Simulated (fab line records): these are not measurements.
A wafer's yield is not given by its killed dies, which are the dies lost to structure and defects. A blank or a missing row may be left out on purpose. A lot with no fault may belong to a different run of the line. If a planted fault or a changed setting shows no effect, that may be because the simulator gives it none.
Problem report, 8D (eight disciplines) form, completed by code	flow sky130	the parts of the form that need people (team, actions taken, sign-off) are left out

== 1. THE ISSUE ==
Across 2 wafers from 2 lots, CONTACT_W_RS at SKY_CONTACT_RS_MEAS_25 averages 0.376 ohm/sq, while fault-free wafers read 0.341 ohm/sq with a standard deviation of 0.0039. Measured from the usual mean, that is +8.8 standard deviations.
The step: measures by four-point-probe.
The first sign was on wafer L723.1 at day 36 19:34, on film metro-03. The record has a number at this step for 34 wafers belonging to 12 lots. The rule behind "out" and "out of limits": a value lying over 4 standard deviations away from the usual mean. The rest of the wafers with a number are treated as sound.

== 2. WHAT THIS IS AND IS NOT ==
question	is	is not
which readings at this step	CONTACT_W_RS	-
which lots	L723, L725	L707, L708, L709, L710, L713, L714, L716, L717, L721, L730
which wafers of those lots	L723.1, L725.1	L723.2, L725.6
read on which gauges	film metro-02, film metro-03	film metro-04
when	from day 36 19:34	up to then (28 sound wafers); but 4 sound wafers of L725, L730 came after

== 3. SUSPECTS, AND WHAT RULES EACH OUT ==
Counting: any tool at a process step up to the reading remains a suspect provided it ran every lot that is out. Sound lots after the first of them don't rule it out here, since some wafers of a struck lot are sound.
- the gauge at SKY_CONTACT_RS_MEAS_25 has been ruled out. 2 gauges (film metro-02, film metro-03) read the wafers that are out.
- cvd w-01 at SKY_CONTACT_CVD_24 (deposits W, target thk 340 nm, time 102.12 s): kept. Ran every lot that is out, first one L723 (day 36 19:27); last sound lot up to then L721 (day 36 07:05).
After counting, what remains is cvd w-01 at SKY_CONTACT_CVD_24.

== 4. THE CAUSE (what the simulator had put in) ==
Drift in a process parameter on cvd w-01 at SKY_CONTACT_CVD_24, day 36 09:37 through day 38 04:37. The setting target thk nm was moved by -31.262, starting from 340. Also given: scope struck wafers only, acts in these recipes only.
Only this tool survived the counting.

== 5. THE CHAIN OF EFFECTS, in route order ==
Each row: a reading whose mean over the struck wafers that have a number lies more than 3 standard deviations from the usual. Only readings for which the record gives a usual standard deviation are gone through. hours: the time from each lot's start at the first step in this table that gives one to its start at this step, as a median over the lots. sigmas: the change in usual standard deviations.
hours	step	reading	usual	on struck wafers	change	sigmas
0	SKY_CONTACT_RS_MEAS_25	CONTACT_W_RS	0.341 ohm/sq	0.376	+0.034	+8.8
0	SKY_CONTACT_THK_MEAS_26	CONTACT_W_THK	355 nm	325	-30	-4.8
At these later measuring or inspecting steps, every struck wafer for which the step has a row has a number for every such reading, and none has moved that far: SKY_VIA1_BOW_MEAS_03.

== 6. HOW IT WOULD HAVE BEEN CAUGHT EARLIER ==
Counted from the fault's start at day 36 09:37, it took 10 hours until the first out-of-limits reading at a measuring or inspecting step in this record, taken at day 36 19:34.
Of the tool readings at SKY_CONTACT_CVD_24 for which the record gives a usual standard deviation, none was out on any struck wafer, so an alarm limit of 4 standard deviations on them would not have fired.
Of the lots that are out (2), L725 began SKY_CONTACT_CVD_24 on cvd w-01 after day 36 19:34. A tool hold placed at that time would have kept it from harm.
